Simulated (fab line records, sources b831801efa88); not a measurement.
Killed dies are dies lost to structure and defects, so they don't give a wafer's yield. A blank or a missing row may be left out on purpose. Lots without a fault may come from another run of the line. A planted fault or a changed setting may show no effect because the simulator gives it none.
fab line records | flow sky130
record lots=12 wafers=36 last_day=50
route steps=708 shown PWDE@53 VIA2@510
lots that met no fault: from a run of the same line without faults
start_h: hours from the record's first day to the start of the lot's first wafer shown | wait_h: hours since the lot's step before | " the same as in the row above | L1.1+2: a row that stands for several wafers | - no value, or no start given | * or withheld: withheld | < > ~ a bound
route shown NAME@n: a module of which the file shows steps, and the number in the route of the first | usual: mean/standard deviation of fault-free wafers | same: alike in all rows | chamber/n: place in a boat | sites: the reading at each site | _std_site: their standard deviation | _edge_site: outer sites' mean less inner sites' | radius_mm: how far each site lies from the wafer's centre | mask NAME#n: copy n | behind: the tool/chamber that last shaped the wafer | hold: why the lot was held/for how many hours/how that ended | device: the transistor (n, p or np) that didn't switch | end of line: the same wafers' tests at the end of the route | a step without rows: its recipe alone | killed: dies lost to structure and defects at the first sort, not the wafer's yield | map: a wafer's dies, x killed, . not, _ none there
set.NAME: the setting as run; set.NAME@STEP: as run at that earlier step | model.NAME: the simulator's own value behind a step, which no gauge read
steps of the route over a sample of lots; a table a step, a row a wafer
services: from which hour (start_h, from the record's first day; less than 0 if before it) a tool's chamber was out of use, for how many hours, and why
## steps
# step SKY_PWDE_IMPLANT_08
# recipe species=B energy_kev=150 dose_cm2=3.6e+12 tilt_deg=withheld
# usual beam_on_s=10.01/0.21 end_station_pressure_torr=5.01e-06/2.6e-07 faraday_current_uA=20.3/0.41
# columns lot.wafer tool chamber start_h wait_h beam_on_s end_station_pressure_torr faraday_current_uA
L352.2 implanter-01 0 84.43 0.0 9.84 5.3e-06 20.6
L352.3 " 0 " " 9.74 5.52e-06 20.9
L352.4 " 0 " " 9.90 5.55e-06 20.4
L353.1 implanter-03 0 85.36 0.0 9.80 4.67e-06 20.7
L353.5 " 0 " " 9.81 5.43e-06 20.6
L353.6 " 0 " " 10.28 5.05e-06 19.7
L354.4 implanter-01 0 85.36 0.1 9.80 5.02e-06 20.6
L354.5 " 0 " " 10.06 5.09e-06 20.2
L354.6 " 0 " " 10.20 4.78e-06 20.0
L356.1 implanter-03 0 95.05 0.0 9.94 4.96e-06 20.5
L356.2 " 0 " " 9.77 5.18e-06 20.7
L356.3 " 0 " " 9.85 4.73e-06 20.5
L357.1 implanter-04 0 99.21 0.0 10.18 5.16e-06 19.9
L357.3 " 0 " " 10.21 5.48e-06 19.9
L357.6 " 0 " " 10.34 4.92e-06 19.6
L358.3 implanter-01 0 104.52 0.1 10.07 4.88e-06 20.2
L358.4 " 0 " " 9.95 5.12e-06 20.4
L358.6 " 0 " " 9.67 5.01e-06 20.9
L360.1 implanter-01 0 115.56 0.0 10.28 5.38e-06 19.8
L360.4 " 0 " " 9.98 4.88e-06 20.4
L360.5 " 0 " " 10.08 5.41e-06 20.2
L361.4 implanter-01 0 118.21 0.1 12.56 5.58e-06 16.1
L361.5 " 0 " " 12.75 5.06e-06 16.0
L361.6 " 0 " " 12.82 5.01e-06 15.8
L363.2 implanter-01 0 129.43 0.1 13.19 4.69e-06 15.4
L363.4 " 0 " " 13.14 5.21e-06 15.4
L363.6 " 0 " " 13.07 5.2e-06 15.6
L368.1 implanter-03 0 160.78 0.0 10.11 5.18e-06 20.1
L368.2 " 0 " " 9.87 5.26e-06 20.5
L368.5 " 0 " " 10.06 4.99e-06 20.3
L373.2 implanter-03 0 185.06 0.0 9.96 5.19e-06 20.5
L373.4 " 0 " " 10.01 5.27e-06 20.3
L373.6 " 0 " " 9.67 4.67e-06 20.9
L375.1 implanter-01 0 205.00 0.0 10.00 4.52e-06 20.4
L375.2 " 0 " " 10.27 5.08e-06 19.8
L375.4 " 0 " " 10.01 5.25e-06 20.2
# step SKY_PWDE_TW_MEAS_10
# usual PWDE_TW=374.8/2.8
# columns lot.wafer tool chamber start_h wait_h PWDE_TW
L352.2 film_metro-03 - 84.67 0.1 377.7
L352.3 " - " " 377.8
L352.4 " - " " 378.3
L354.4 film_metro-01 - 85.56 0.1 376.5
L354.5 " - " " 376.3
L354.6 " - " " 378.8
L353.1 film_metro-04 - 85.61 0.1 373.1
L353.5 " - " " 374.3
L353.6 " - " " 374.4
L356.1 film_metro-04 - 95.30 0.1 374.8
L356.2 " - " " 374.1
L356.3 " - " " 374.3
L357.1 film_metro-04 - 99.46 0.1 374.5
L357.3 " - " " 372.2
L357.6 " - " " 373.9
L358.3 film_metro-03 - 104.74 0.1 375.8
L358.4 " - " " 376.9
L358.6 " - " " 374.5
L360.1 film_metro-04 - 115.81 0.1 369.1
L360.4 " - " " 371.4
L360.5 " - " " 372.2
L361.4 film_metro-03 - 118.41 0.1 405.3
L361.5 " - " " 405.0
L361.6 " - " " 407.7
L363.2 film_metro-03 - 129.79 0.1 405.9
L363.4 " - " " 403.5
L363.6 " - " " 406.5
L368.1 film_metro-01 - 161.03 0.1 378.3
L368.2 " - " " 377.5
L368.5 " - " " 377.5
L373.2 film_metro-03 - 185.29 0.1 376.6
L373.4 " - " " 379.4
L373.6 " - " " 377.5
L375.1 film_metro-04 - 205.25 0.1 369.1
L375.2 " - " " 370.3
L375.4 " - " " 371.8
# step SKY_NWELL_RS_MEAS_31
# recipe thk_meas_gauge=four-point-probe
# usual PWDE_RS=5278/17
# columns lot.wafer tool chamber start_h wait_h PWDE_RS[ohm/sq]
L352.2 film_metro-03 - 120.83 0.1 5268
L352.3 " - " " 5290
L352.4 " - " " 5279
L354.4 film_metro-01 - 122.08 0.1 5271
L354.5 " - " " 5261
L354.6 " - " " 5243
L353.1 film_metro-03 - 122.32 0.1 5278
L353.5 " - " " 5256
L353.6 " - " " 5258
L356.1 film_metro-03 - 133.11 0.1 5251
L356.2 " - " " 5269
L356.3 " - " " 5248
L357.1 film_metro-03 - 136.51 0.1 5253
L357.3 " - " " 5279
L357.6 " - " " 5276
L358.3 film_metro-03 - 143.05 0.1 5286
L358.4 " - " " 5252
L358.6 " - " " 5260
L360.1 film_metro-01 - 154.87 0.1 5293
L360.4 " - " " 5306
L360.5 " - " " 5278
L361.4 film_metro-04 - 157.56 0.1 4295
L361.5 " - " " 4305
L361.6 " - " " 4303
L363.2 film_metro-03 - 169.87 0.1 4307
L363.4 " - " " 4306
L363.6 " - " " 4306
L368.1 film_metro-01 - 203.05 0.1 5273
L368.2 " - " " 5294
L368.5 " - " " 5281
L373.2 film_metro-03 - 229.47 0.1 5279
L373.4 " - " " 5277
L373.6 " - " " 5290
L375.1 film_metro-03 - 250.71 0.1 5294
L375.2 " - " " 5294
L375.4 " - " " 5298
# step SKY_VIA2_BOW_MEAS_03
# recipe mode=bow
# usual VIA2_BOW=86/6.7
# columns lot.wafer tool chamber start_h wait_h VIA2_BOW[um]
L354.4 film_metro-03 - 841.42 0.3 87
L354.5 " - " " 84
L354.6 " - " " 83
L353.1 film_metro-01 - 842.40 0.2 86
L353.5 " - " " 82
L353.6 " - " " 89
L352.2 film_metro-01 - 843.22 0.2 83
L352.3 " - " " 89
L352.4 " - " " 89
L356.1 film_metro-03 - 852.15 0.2 94
L356.2 " - " " 87
L356.3 " - " " 90
L357.1 film_metro-03 - 862.05 0.1 78
L357.3 " - " " 70
L357.6 " - " " 86
L358.3 film_metro-01 - 868.51 0.2 91
L358.4 " - " " 89
L358.6 " - " " 88
L360.1 film_metro-01 - 887.68 0.1 100
L360.4 " - " " 77
L360.5 " - " " 96
L361.4 film_metro-02 - 893.73 0.3 96
L361.5 " - " " 80
L361.6 " - " " 75
L363.2 film_metro-01 - 902.71 0.3 88
L363.4 " - " " 90
L363.6 " - " " 83
L368.1 film_metro-03 - 936.90 0.2 96
L368.2 " - " " 90
L368.5 " - " " 80
L373.2 film_metro-01 - 983.11 0.1 78
L373.4 " - " " 93
L373.6 " - " " 77
L375.1 film_metro-01 - 991.04 0.2 83
L375.2 " - " " 93
L375.4 " - " " 96
# step SKY_VIA2_ETCH_15
# recipe target=SiO2 chemistry=C4F8/O2/Ar target_depth_nm=546 stop_on=TiN mask_material=KrF-thick source_w=1500 bias_w=1200 pressure_mtorr=40 c4f8_flow_sccm=withheld O2_flow_sccm=6 Ar_flow_sccm=300 time_s=84
# usual oes_product_au=0.940/0.0047
# columns lot.wafer tool chamber start_h wait_h oes_product_au rf_hours_counter_h
L354.4 rie_diel-04 2 867.29 0.0 0.943 4
L354.5 " 2 " " 0.936 -
L354.6 " 3 " " 0.941 -
L353.1 rie_diel-02 3 868.44 0.0 0.940 1
L353.5 " 2 " " 0.940 -
L353.6 " 1 " " 0.943 -
L352.2 rie_diel-01 1 869.14 0.0 0.943 8
L352.3 " 3 " " 0.928 15
L352.4 " 3 " " 0.942 -
L356.1 rie_diel-04 3 878.34 0.0 0.942 26
L356.2 " 2 " " 0.944 5
L356.3 " 0 " " 0.938 17
L357.1 rie_diel-02 0 886.94 0.0 0.934 5
L357.3 " 3 " " 0.936 1
L357.6 " 0 " " 0.939 -
L358.3 rie_diel-02 3 894.29 0.0 0.940 1
L358.4 " 1 " " 0.940 10
L358.6 " 1 " " 0.939 -
L360.1 rie_diel-04 3 913.21 0.0 0.948 27
L360.4 " 2 " " 0.939 6
L360.5 " 3 " " 0.940 -
L361.4 rie_diel-02 3 918.66 0.0 0.939 -
L361.5 " 1 " " 0.944 -
L361.6 " 2 " " 0.943 -
L363.2 rie_diel-02 3 927.68 0.0 0.940 2
L363.4 " 0 " " 0.940 6
L363.6 " 0 " " 0.941 -
L368.1 rie_diel-04 3 961.14 0.0 0.942 29
L368.2 " 0 " " 0.932 19
L368.5 " 0 " " 0.944 -
L373.2 rie_diel-01 1 1007.34 0.0 0.941 13
L373.4 " 2 " " 0.940 23
L373.6 " 3 " " 0.939 -
L375.1 rie_diel-01 1 1014.91 0.0 0.936 13
L375.2 " 3 " " 0.947 19
L375.4 " 0 " " 0.935 4
# step SKY_VIA2_SPUTTER_20
# recipe material=TiN target_thk_nm=20 chamber_pressure_pa=5.139 power_w=4000 time_s=80
# usual throttle_valve_pct=31.1/1.4
# columns lot.wafer tool chamber start_h wait_h throttle_valve_pct
L354.4 pvd_sputter-01 - 867.99 0.0 31.3
L354.5 " - " " 31.6
L354.6 " - " " 33.1
L353.1 pvd_sputter-02 - 869.10 0.0 30.5
L353.5 " - " " 30.4
L353.6 " - " " 31.2
L352.2 pvd_sputter-03 - 869.84 0.0 30.0
L352.3 " - " " 30.4
L352.4 " - " " 29.6
L356.1 pvd_sputter-01 - 879.01 0.0 31.5
L356.2 " - " " 33.4
L356.3 " - " " 29.3
L357.1 pvd_sputter-03 - 887.60 0.0 30.2
L357.3 " - " " 30.0
L357.6 " - " " 29.7
L358.3 pvd_sputter-03 - 894.95 0.0 30.5
L358.4 " - " " 30.1
L358.6 " - " " 30.4
L360.1 pvd_sputter-01 - 913.90 0.0 33.1
L360.4 " - " " 31.3
L360.5 " - " " 29.3
L361.4 pvd_sputter-01 - 919.29 0.0 33.1
L361.5 " - " " 33.3
L361.6 " - " " 31.5
L363.2 pvd_sputter-01 - 928.37 0.0 33.0
L363.4 " - " " 31.5
L363.6 " - " " 29.2
L368.1 pvd_sputter-01 - 961.82 0.0 33.0
L368.2 " - " " 33.0
L368.5 " - " " 29.3
L373.2 pvd_sputter-03 - 1008.00 0.0 30.3
L373.4 " - " " 30.1
L373.6 " - " " 30.4
L375.1 pvd_sputter-01 - 1015.61 0.0 31.6
L375.2 " - " " 33.1
L375.4 " - " " 29.5
## services
# columns tool chamber start_h hours kind
rie_diel-02 0 75.65 2.2 repair
implanter-01 - 99.52 3.9 pm
implanter-01 - 144.40 16.4 pm
pvd_sputter-01 - 147.11 0.7 repair
rie_diel-02 2 155.66 8.8 repair
rie_diel-02 1 161.74 2.9 repair
pvd_sputter-01 - 173.43 8.7 repair
rie_diel-02 0 220.75 14.6 repair
pvd_sputter-01 - 247.41 1.3 repair
rie_diel-02 - 264.59 0.7 repair
rie_diel-02 1 270.67 18.9 repair
implanter-01 - 281.50 6.5 pm
implanter-01 - 318.72 9.6 pm
rie_diel-02 3 326.18 6.1 repair
implanter-01 - 346.42 2.4 pm
implanter-01 - 451.33 4.0 repair
pvd_sputter-01 - 587.51 0.5 repair
implanter-01 - 588.52 5.1 pm
pvd_sputter-01 - 682.19 3.7 repair
pvd_sputter-01 - 717.49 1.7 repair
implanter-01 - 872.19 3.9 repair
pvd_sputter-01 - 882.10 2.1 repair
pvd_sputter-01 - 891.90 8.9 repair
implanter-01 - 1010.94 4.8 pm
## key
first_sign step=SKY_PWDE_IMPLANT_08 reading=beam_on_s direction=up sigmas=14 usual=10.01 struck=12.92
effect step=SKY_PWDE_IMPLANT_08 reading=faraday_current_uA direction=down sigmas=11 usual=20.3 struck=15.7
effect step=SKY_PWDE_TW_MEAS_10 reading=PWDE_TW direction=up sigmas=11 usual=374.8 struck=405.6
effect step=SKY_NWELL_RS_MEAS_31 reading=PWDE_RS direction=down sigmas=57 usual=5278 struck=4304
met_at SKY_PWDE_IMPLANT_08
struck_lots L361,L363
tester_left_out L361,L363
not_acting_at SKY_VIA2_BOW_MEAS_03,SKY_VIA2_ETCH_15,SKY_VIA2_SPUTTER_20
onset_between 115.56 118.21
fault kind=process_parameter_drift tool=implanter-01 chamber=- onset_h=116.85 steps=SKY_PWDE_IMPLANT_08 channel=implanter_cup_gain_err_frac offset=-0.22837 shape=step end_h=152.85
# tester_left_out: of these lots the tester's yield and bins aren't shown, on N5 and GAA mostly nor the transistor test; their killed dies are dies lost to structure and defects alone, not to doping, threshold or leakage, so they don't give the yield
